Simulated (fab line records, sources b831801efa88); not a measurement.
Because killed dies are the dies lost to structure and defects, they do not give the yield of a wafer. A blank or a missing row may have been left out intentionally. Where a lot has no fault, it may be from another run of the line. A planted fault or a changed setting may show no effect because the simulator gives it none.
8D (eight disciplines) problem report, filled in by code    flow gf180mcu    the parts of the form that need people (team, actions taken, sign-off) are left out

1. WHAT WENT WRONG
Wafers without a fault read 0.4000 Pa, standard deviation 0.00077; chamber pressure pa at GF_M2_SPUTTER_01 reads a mean of 0.3479 Pa on 2 wafers belonging to 2 lots. That puts it -68 standard deviations away from the usual mean.
The step: material TiN, target thk 30 nm, time 25 s.
First observed at day 21 13:20: wafer L143.1, on pvd sputter-02. The record holds 18 wafers of 6 lots with a number at this step. Rule for "out", or "out of limits": more than 4 standard deviations from the usual mean. All remaining wafers that have a number are taken as sound.

2. WHAT IT IS AND WHAT IT IS NOT
question                     is                   is not
which readings at this step  chamber pressure pa  throttle valve pct
which lots                   L143, L144           L137, L151, L156, L157
which wafers of those lots   L143.1, L144.2       L143.4, L143.5, L144.1, L144.3
read on which tools          pvd sputter-02       pvd sputter-01, pvd sputter-03
when                         from day 21 13:20    up to then (5 sound wafers); but 11 sound wafers of L144, L151, L156, L157 came after

3. SUSPECTS, AND WHAT RULES EACH OUT
Counting: a tool at a process step up to the reading stays a suspect if it ran every lot that is out. Sound lots after the first of them don't rule it out here, since some wafers of a struck lot are sound.
- cvd w-01 at GF_V1_CVD_23 (deposits W, target thk 350 nm, time 105.05 s): kept. It processed each lot that is out (first: L143, day 21 12:38); up to then, its last sound lot is L137 (day 19 06:08).
- cmp-02 at GF_V1_CMP_26 (polishes, stops on SiO2, t overpolish 15 s, target thk 0 nm): kept. It ran every lot that is out, first L143 (day 21 12:56).
- pvd sputter-02 at GF_M2_SPUTTER_01 (material TiN, target thk 30 nm, time 25 s): kept. It ran every lot that is out, first L143 (day 21 13:20). On those wafers its own readings are out: chamber pressure pa.
Left after counting: cvd w-01 at GF_V1_CVD_23, cmp-02 at GF_V1_CMP_26, pvd sputter-02 at GF_M2_SPUTTER_01.

4. THE CAUSE (what the simulator had put in)
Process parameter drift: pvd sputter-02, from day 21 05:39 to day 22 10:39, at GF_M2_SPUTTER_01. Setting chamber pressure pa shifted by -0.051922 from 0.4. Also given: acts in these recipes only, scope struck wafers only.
After counting, 3 suspects remain, this tool included.

5. THE CHAIN OF EFFECTS, in route order
Each row: a reading whose mean over the struck wafers that have a number lies more than 3 standard deviations from the usual. Scope: only readings with a usual standard deviation given in the record; hours: median across lots of the time from each lot's start at the first step in this table that gives one to its start at this step; sigmas: change in usual standard deviations.
hours  step              reading              usual      on struck wafers  change   sigmas
0      GF_M2_SPUTTER_01  chamber pressure pa  0.4000 Pa  0.3479            -0.0521  -68
It contains these process steps:
- GF_M2_SPUTTER_01: material TiN, target thk 30 nm, time 25 s.

6. HOW IT WOULD HAVE BEEN CAUGHT EARLIER
First out-of-limits reading in this record: day 21 13:20, which is 8 hours after fault onset at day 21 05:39.
